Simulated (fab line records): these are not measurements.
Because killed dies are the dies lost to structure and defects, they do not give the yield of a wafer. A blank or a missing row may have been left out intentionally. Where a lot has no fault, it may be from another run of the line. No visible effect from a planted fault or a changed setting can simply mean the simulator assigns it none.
Comparing a struck lot with a sound one	flow sky130	15 out of 708 route steps
Sound: wafers L864.1, L864.4, L864.5. Struck: wafers L857.1, L857.3, L857.6. The cause is named last.
Each step with rows lists, per side, the tool, then ch with its chambers, then its first start. Under that, the readings that differ: sound wafers	struck wafers	difference of the means	sigmas: that difference in standard deviations of wafers without a fault.
alike: readings whose means differ by less than 2 such deviations, and words and numbers that are the same on both sides. not compared: withheld readings, readings that some wafer has no value for, bounds like >300 that may hide the same value, and numbers for which the record gives no deviation and whose values overlap.
A row with sigmas, a row that says differs or no value, or rows on one side alone: a step with any of these is where the two part. Non-overlapping numbers with no deviation appear without sigmas and do not part them. A reading that every wafer of one side lacks parts them only if that side has two wafers or more.

first, 4 steps without rows for these wafers: SKY_VIA2_SOFTBAKE_08 (time 90 s); SKY_VIA2_EXPOSE_09 (exposes mask VIM2, target cd 200 nm); SKY_VIA2_PEB_10; SKY_VIA2_DEVELOP_11 (develop time 60 s).
SKY_VIA2_CD_MEAS_12: the cd target is 200 nm.
  sound on cdSem-01, day 40 17:29; struck on cdSem-02, day 39 14:38
  alike: cdNm
SKY_VIA2_OVL_MEAS_13:
  sound on overlay-01, day 40 17:37; struck on overlay-01, day 39 14:45
  alike: VIA2_OVL
SKY_VIA2_ETCH_14: etches BARC in N2/H2, stops on SiO2, time 45.9 s, target depth 60 nm.
  sound on rieDiel-01 ch 0,1,3, day 40 17:38; struck on rieDiel-01 ch 0,2,3, day 39 14:47
  alike: drypumpMotorCurrentA, oesProductAu, throttleValvePct
  not compared: rfHoursCounterH
SKY_VIA2_ETCH_15: etches SiO2 in C4F8/O2/Ar, stops on TiN, target depth 546 nm, time 84 s.
  sound on rieDiel-01 ch 0,1,3, day 40 17:41; struck on rieDiel-01 ch 0,2,3, day 39 14:50
  alike: oesProductAu
  not compared: rfHoursCounterH
SKY_VIA2_STRIP_16: strips in O2/N2.
  sound on plasmaAsher-04 ch 0,1, day 40 17:45; struck on plasmaAsher-04 ch 0,1, day 39 14:54
  alike: drypumpMotorCurrentA, oesProductAu, stripTimeToEndpointS
  not compared: rfHoursCounterH
then, 3 steps without rows for these wafers: SKY_VIA2_STRIP_17 (strips in post etch residue remover, time 1200 s); SKY_VIA2_CLEAN_18 (cleans in IPA, time 180 s); SKY_VIA2_CLEAN_19 (cleans in O3/DIW).
SKY_VIA2_SPUTTER_20: material TiN, target thk 20 nm, time 80 s.
  sound on pvdSputter-04, day 40 18:20; struck on pvdSputter-04, day 39 15:29
  no value came back on the struck wafers for cathodeDcPowerW (W), chamberPressurePa (Pa), throttleValvePct (%); on the sound wafers cathodeDcPowerW (W) reads 3999.9 3999.2 4000.5
SKY_VIA2_CVD_21: deposits W, target thk 420 nm, time 126.4 s.
  sound on cvdW-02 ch 0,1, day 40 18:24; struck on cvdW-02 ch 0,1, day 39 15:33
reading	sound	struck	difference	sigmas
susceptorTempC (C)	400.30 400.38 400.53	399.99 399.77 399.83	-0.54	-2
  alike: heaterPowerW
-- the record jumps here: 9 days lie between the struck wafers' starts before and after (it left off in module VIA2 and takes up again in module PAD_OPEN, whose first step shown is number 708 of the route) --
SKY_PAD_OPEN_PROBE_99:
  sound on prober-01, day 49 07:54; struck on prober-01, day 48 11:13
reading	sound	struck	difference	sigmas
hold	- - -	awaitDispo/1.7h/scrap awaitDispo/1.7h/scrap awaitDispo/1.7h/scrap	no value on the sound wafers	
defectLimitedYield (%)	84.3 80.9 83.5	0 0 0	-83	-46
killed_at_M0_to_M3	47 48 38	458 447 442	+405	+61
killedDies	77 94 81	492 492 492	+408	+47
killedOnRim	13 24 17	96 96 96	+78	+21
sort_bin_5_function (%)	8.3 11.0 10.6	93.1 93.9 92.5	+83.2	+59
sortNPass	415 398 411	0 0 0	-408	-47
sortYieldPct (%)	84.3 80.9 83.5	0 0 0	-83	-46
  alike: killed_at_M4_up, killedAtContacts, killedAtFrontEnd, killedAtOther, killedOpen, killedShort, sort_bin_3_pad_short, sort_bin_6_memory

## WHERE THEY PART
At SKY_VIA2_SPUTTER_20 first; at SKY_PAD_OPEN_PROBE_99 last (within this record only).

WHY: what had been put in by the simulator
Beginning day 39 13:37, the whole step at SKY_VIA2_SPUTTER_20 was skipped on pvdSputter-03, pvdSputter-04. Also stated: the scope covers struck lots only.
